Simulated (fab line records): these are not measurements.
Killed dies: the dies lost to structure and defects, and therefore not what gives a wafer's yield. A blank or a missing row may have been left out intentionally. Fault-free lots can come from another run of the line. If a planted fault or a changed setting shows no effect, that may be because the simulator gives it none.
8D (eight disciplines) problem report, filled in by code	flow sky130	the parts of the form that need people (team, actions taken, sign-off) are left out

== 1. PROBLEM STATEMENT ==
Across 6 wafers from 2 lots, VIA1_W_RS at SKY_VIA1_RS_MEAS_22 averages 0.329 ohm/sq, while fault-free wafers read 0.426 ohm/sq with a standard deviation of 0.0051. That is -19 standard deviations from the usual mean.
The step: measures by four-point-probe.
Earliest sighting: wafer L309.1 on filmMetro-01 at day 37 20:59. At this step, 33 wafers from 11 lots have a number in the record. The rule behind "out" and "out of limits": a value lying over 4 standard deviations away from the usual mean. The rest of the wafers with a number are treated as sound.

== 2. WHAT IT IS AND WHAT IT IS NOT ==
question	is	is not
which readings at this step	VIA1_W_RS	-
which lots	L309, L310	L296, L298, L302, L303, L304, L308, L311, L313, L316
which wafers of those lots	all that have a number	-
read on which gauges	filmMetro-01, filmMetro-03	filmMetro-04
when	from day 37 20:59	up to then (18 sound wafers); but 9 sound wafers of L311, L313, L316 came after

== 3. SUSPECTS, AND WHAT RULES EACH OUT ==
Counting: any tool at a process step up to the reading is kept as a suspect provided that every lot that is out went through it and no sound lot did after the first of them.
- the gauge at SKY_VIA1_RS_MEAS_22 is ruled out. The wafers that are out were read on 2 gauges (filmMetro-01, filmMetro-03).
- cvdW-01 at SKY_VIA1_CVD_21 (deposits W, target thk 270 nm, time 80.902 s): kept. It ran every lot that is out, first L309 (day 37 20:54), and no sound lot after that; its last sound lot up to then is L302 (day 36 07:18). Out on those wafers are its own readings of chamberPressureTorr.
Remaining after the count: cvdW-01 at SKY_VIA1_CVD_21.

== 4. THE CAUSE (what the simulator had put in) ==
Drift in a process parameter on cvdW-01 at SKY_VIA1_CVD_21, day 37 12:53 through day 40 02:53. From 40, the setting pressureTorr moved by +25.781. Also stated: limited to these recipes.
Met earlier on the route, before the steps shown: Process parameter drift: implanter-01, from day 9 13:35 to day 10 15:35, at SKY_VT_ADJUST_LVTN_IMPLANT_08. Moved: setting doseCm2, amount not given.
This tool alone remained once counting was done.

== 5. THE CHAIN OF EFFECTS, in route order ==
Each row: a reading whose mean over the struck wafers that have a number lies more than 3 standard deviations from the usual. Scope: only readings with a usual standard deviation given in the record; hours: median across lots of the time from each lot's start at the first step in this table that gives one to its start at this step; sigmas: change in usual standard deviations.
hours	step	reading	usual	on struck wafers	change	sigmas
0	SKY_VIA1_CVD_21	chamberPressureTorr	40.01 Torr	65.77	+25.76	+99 or more
0	SKY_VIA1_RS_MEAS_22	VIA1_W_RS	0.426 ohm/sq	0.329	-0.097	-19
0	SKY_VIA1_THK_MEAS_23	VIA1_W_THK	279 nm	364	+86	+21
0	SKY_VIA1_CMP_24	timeToEndpointS	65.2 s	83.8	+18.6	+8.4
The process steps in it:
- SKY_VIA1_CVD_21: deposits W, target thk 270 nm, time 80.902 s.
- SKY_VIA1_CMP_24: polishes, stops on SiO2, t overpolish 15 s, target thk 0 nm.

== 6. HOW IT WOULD HAVE BEEN CAUGHT EARLIER ==
Counted from the fault's start at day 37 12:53, it took 8 hours until the first out-of-limits reading at a measuring or inspecting step in this record, taken at day 37 20:59.
The tool's own readings at SKY_VIA1_CVD_21 were out on every struck wafer that the step has a row for (chamberPressureTorr): an alarm limit on them would have fired on the first of those.
Lots out: 2; of these, L310 started SKY_VIA1_CVD_21 on cvdW-01 after day 37 20:59. Had the tool been put on hold then, it would have been spared.
